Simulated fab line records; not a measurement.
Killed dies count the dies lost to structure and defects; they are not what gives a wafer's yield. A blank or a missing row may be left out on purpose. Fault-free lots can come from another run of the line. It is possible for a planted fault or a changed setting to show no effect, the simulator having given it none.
Chamber matching -- flow gf180mcu -- 4 sister chambers for GF_V4_CMP_26 on cmp-01
The step polishes, stops on SiO2, t overpolish 15 s, target thk 0 nm. 14 wafers are shown with their chamber, then 7 later ones without.

## EACH WAFER AND ITS CHAMBER
wafer,chamber,motor_current_A (A),time_to_endpoint_s (s),overpolish_run_s (s)
L671.2,3,9.8,89.5,14.990
L671.5,2,11.1,86.9,15.004
L671.6,1,12.7,88.4,15.006
L673.1,1,13.6,87.6,15.018
L673.5,2,11.5,81.0,15.013
L673.6,1,12.1,86.2,15.004
L675.1,3,10.3,88.3,15.010
L675.3,1,13.0,83.3,15.000
L675.4,0,10.6,86.0,15.005
L676.2,2,11.2,84.3,15.010
L676.5,0,11.2,85.2,15.007
L676.6,3,10.4,88.5,15.001
L677.1,2,11.4,84.4,15.019
L677.2,0,11.6,84.8,15.027

SIGNATURES (averages over the wafers above)
reading,chamber 0,chamber 1,chamber 2,chamber 3,scatter within a chamber
motor_current_A,11.133,12.850,11.300,10.167,0.445
time_to_endpoint_s,85.333,86.375,84.150,88.767,1.85
overpolish_run_s,15.01300,15.00700,15.01150,15.00033,0.00891
Rule: a wafer's distance from a chamber is the root of the sum, over the readings, of the square of ((its reading less the chamber's mean) divided by the reading's scatter). If the next closest chamber is less than 2 further off than the closest, the wafer can't be placed; otherwise it belongs to the closest. The scatter: take each reading less its chamber's mean, square it, sum over the shown wafers, divide by the number of wafers less the number of chambers, and take the root.

## WAFERS WHOSE CHAMBER IS MISSING
wafer,motor_current_A (A),time_to_endpoint_s (s),overpolish_run_s (s)
L677.4,10.0,91.9,14.984
L691.1,11.2,82.8,15.006
L691.2,11.1,84.7,15.010
L691.3,13.0,83.1,14.994
L692.1,12.1,82.9,15.005
L692.2,10.5,84.6,15.015
L692.5,11.3,82.9,14.999

## EACH ONE'S CHAMBER
wafer,from the rows above,in truth
L677.4,3,3
L691.1,can't be placed: 2 or 0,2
L691.2,can't be placed: 0 or 2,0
L691.3,1,1
L692.1,can't be placed: 2 or 1 or 0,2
L692.2,can't be placed: 0 or 2 or 3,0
L692.5,can't be placed: 2 or 0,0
Correct placement for 2 of the 7. Unplaceable from these rows: 5, with the true chamber sitting among the candidates in 5. 0 placed wrongly.
